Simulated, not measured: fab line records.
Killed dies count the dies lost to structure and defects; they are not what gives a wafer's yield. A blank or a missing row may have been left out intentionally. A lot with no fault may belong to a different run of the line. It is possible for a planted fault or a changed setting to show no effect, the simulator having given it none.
A struck lot beside a sound one || flow sky130 || 43 out of 708 route steps
Sound: the wafers L799.2, L799.5, L799.6. Struck: wafers L811.1, L811.2, L811.3. The cause comes at the end.
For every step that has rows: the tool of each side, followed by ch and its chambers, followed by its first start. Under that, the readings that differ: sound wafers || struck wafers || difference of the means || sigmas: that difference in standard deviations of wafers without a fault.
alike: readings with means less than 2 such deviations apart, plus words and numbers identical on both sides. not compared: withheld readings, readings lacking a value on some wafer, bounds such as >300 that could conceal the same value, and numbers that have no deviation in the record and whose values overlap.
The two part at a step that has a row with sigmas, a row that says differs or no value, or rows on one side only. Numbers that have no deviation but don't overlap get no sigmas and don't part them. A reading that every wafer of one side lacks parts them only if that side has two wafers or more.

first, 3 steps without rows for these wafers: SKY_METAL1_EXPOSE_12 (exposes mask MM1, target cd 140 nm); SKY_METAL1_PEB_13; SKY_METAL1_DEVELOP_14 (develop time 60 s).
SKY_METAL1_CD_MEAS_15 targets a cd of 140 nm.
  sound on cd_sem-01 at day 34 04:09; struck on cd_sem-01 at day 38 20:34
  alike: cd_nm
SKY_METAL1_OVL_MEAS_16:
  sound on overlay-02 at day 34 04:16; struck on overlay-01 at day 38 20:41
  alike: METAL1_OVL
then, 2 steps without rows for these wafers: SKY_METAL1_DESCUM_17 (chemistry O2, time 8 s); SKY_METAL1_ETCH_18 (etches BARC in N2/H2, stops on SiO2, time 45.9 s, target depth 60 nm).
SKY_METAL1_METAL_ETCH_19: etches the open film in Cl2/BCl3, stops on SiO2, target depth 360 nm, time 78 s.
  sound on rie_metal-04 ch 0,1, day 34 04:23; struck on rie_metal-04 ch 0,1, day 38 20:49
  alike: drypump_motor_current_A, oes_product_au, rf_fwd_power_W, throttle_valve_pct
  not compared: rf_hours_counter_h
then, 4 steps without rows for these wafers: SKY_METAL1_STRIP_20 (strips in O2/N2); SKY_METAL1_STRIP_21 (strips in post etch residue remover, time 1200 s); SKY_METAL1_CLEAN_22 (cleans in IPA, time 180 s); SKY_METAL1_CLEAN_23 (cleans in O3/DIW).
SKY_VIA1_HDPCVD_00: deposits SiO2, target thk 1030 nm, time 171.7 s.
  sound on hdpcvd-02 ch 0,1,2, day 34 05:08; struck on hdpcvd-01 ch 0,1,2, day 38 21:50
SKY_VIA1_THK_MEAS_01:
  sound on film_metro-02 at day 34 05:16; struck on film_metro-02 at day 38 21:57
  alike: VIA1_HDPCVD_THK
SKY_VIA1_CMP_02: polishes SiO2.
  sound on cmp-02 ch 1,2, day 34 05:38; struck on cmp-02 ch 0,1,2, day 38 22:01
  alike: motor_current_A, retaining_ring_pressure_frac
SKY_VIA1_BOW_MEAS_03:
  sound on film_metro-02 at day 34 05:58; struck on film_metro-01 at day 38 22:19
  alike: VIA1_BOW
then, 8 steps without rows for these wafers: SKY_VIA1_DEHYDRATE_04 (time 60 s); SKY_VIA1_HMDS_05 (prime time 60 s); SKY_VIA1_COAT_06 (resist thk 60 nm); SKY_VIA1_COAT_07 (resist thk 450 nm); SKY_VIA1_SOFTBAKE_08 (time 90 s); SKY_VIA1_EXPOSE_09 (exposes mask VIM, target cd 150 nm); SKY_VIA1_PEB_10; SKY_VIA1_DEVELOP_11 (develop time 60 s).
SKY_VIA1_CD_MEAS_12 targets a cd of 150 nm.
  sound on cd_sem-01 at day 35 09:09; struck on cd_sem-02 at day 39 23:16
  alike: cd_nm
SKY_VIA1_OVL_MEAS_13:
  sound on overlay-02 at day 35 09:16; struck on overlay-02 at day 39 23:23
{"reading": "VIA1_OVL (nm)", "sound": "2 -6 -3", "struck": "7 22 9", "difference": "+15", "sigmas": "+2"}
then, 2 steps without rows for these wafers: SKY_VIA1_ETCH_14 (etches BARC in N2/H2, stops on SiO2, time 45.9 s, target depth 60 nm); SKY_VIA1_ETCH_15 (etches SiO2 in C4F8/O2/Ar, stops on TiN, target depth 351 nm, time 54 s).
SKY_VIA1_STRIP_16: strips in O2/N2.
  sound on plasma_asher-01 ch 0,1, day 35 09:23; struck on plasma_asher-02 ch 0,1, day 39 23:31
  alike: drypump_motor_current_A, oes_product_au, strip_time_to_endpoint_s
  not compared: rf_hours_counter_h
then, 4 steps without rows for these wafers: SKY_VIA1_STRIP_17 (strips in post etch residue remover, time 1200 s); SKY_VIA1_CLEAN_18 (cleans in IPA, time 180 s); SKY_VIA1_CLEAN_19 (cleans in O3/DIW); SKY_VIA1_SPUTTER_20 (material TiN, target thk 20 nm, time 80 s).
SKY_VIA1_CVD_21: deposits W, target thk 270 nm, time 80.902 s.
  sound on cvd_w-02 ch 0,1, day 35 10:02; struck on cvd_w-01 ch 0,1, day 40 00:10
{"reading": "heater_power_w (W)", "sound": "1093 901 1075", "struck": "849 713 863", "difference": -215, "sigmas": -2}
SKY_VIA1_RS_MEAS_22: the measuring method here is four-point-probe.
  sound on film_metro-03 at day 35 10:08; struck on film_metro-02 at day 40 00:16
  alike: VIA1_W_RS
SKY_VIA1_THK_MEAS_23: measures by xrf.
  sound on film_metro-03 at day 35 10:15; struck on film_metro-02 at day 40 00:23
  alike: VIA1_W_THK
then, 4 steps without rows for these wafers: SKY_VIA1_CMP_24 (polishes, stops on SiO2, t overpolish 15 s, target thk 0 nm); SKY_METAL2_SPUTTER_00 (material Ti, target thk 15 nm, time 10 s); SKY_METAL2_SPUTTER_01 (material TiN, target thk 20 nm, time 16.7 s); SKY_METAL2_SPUTTER_02 (material AlCu, target thk 250 nm, time 13.3 s).
SKY_METAL2_SPUTTER_03: material Ti, target thk 5 nm, time 3.3 s.
  sound on pvd_sputter-04 at day 35 10:40; struck on pvd_sputter-01 at day 40 00:49
  alike: throttle_valve_pct
then, 1 step without rows for these wafers: SKY_METAL2_SPUTTER_04 (material TiN, target thk 70 nm, time 58.3 s).
-- the record jumps here: 10 days lie between the struck wafers' starts before and after (it left off in module METAL2 and takes up again in module PAD_OPEN, whose first step shown is number 708 of the route) --
SKY_PAD_OPEN_PROBE_99:
  sound on prober-02 at day 46 22:53; struck on prober-01 at day 50 05:16
{"reading": "defect_limited_yield (%)", "sound": "82.5 84.6 81.7", "struck": "81.1 77.8 75.8", "difference": -4.7, "sigmas": -3}
{"reading": "killed_at_M0_to_M3", "sound": "49 45 41", "struck": "61 79 79", "difference": "+28", "sigmas": "+4"}
{"reading": "killed_dies", "sound": "86 76 90", "struck": "93 109 119", "difference": "+23", "sigmas": "+3"}
{"reading": "sort_bin_3_pad_short (%)", "sound": "0.2 1.2 0.2", "struck": "2.0 2.2 2.8", "difference": "+1.8", "sigmas": "+4"}
{"reading": "sort_bin_5_function (%)", "sound": "9.8 8.5 12.8", "struck": "10.8 14.6 15.4", "difference": "+3.2", "sigmas": "+2"}
{"reading": "sort_n_pass", "sound": "406 416 402", "struck": "399 383 373", "difference": -23, "sigmas": -3}
{"reading": "sort_yield_pct (%)", "sound": "82.5 84.6 81.7", "struck": "81.1 77.8 75.8", "difference": -4.7, "sigmas": -3}
{"reading": "model.etest.tester.sort_n_pass", "sound": "406 416 402", "struck": "399 383 373", "difference": -23, "sigmas": ""}
{"reading": "model.etest.tester.sort_yield_pct (%)", "sound": "82.52 84.55 81.71", "struck": "81.1 77.85 75.81", "difference": -4.7, "sigmas": ""}
{"reading": "model.etest.tester.sort_bin_3_pct (%)", "sound": "0.2033 1.22 0.2033", "struck": "2.033 2.236 2.846", "difference": "+1.829", "sigmas": ""}
  alike: killed_at_M4_up, killed_at_contacts, killed_at_front_end, killed_at_other, killed_open, killed_short, sort_bin_6_memory
  not compared: model.etest.tester.sort_bin_5_pct

== WHERE THEY PART ==
First at SKY_VIA1_OVL_MEAS_13; last, within this record, at SKY_PAD_OPEN_PROBE_99.

WHY: whatever the simulator had introduced
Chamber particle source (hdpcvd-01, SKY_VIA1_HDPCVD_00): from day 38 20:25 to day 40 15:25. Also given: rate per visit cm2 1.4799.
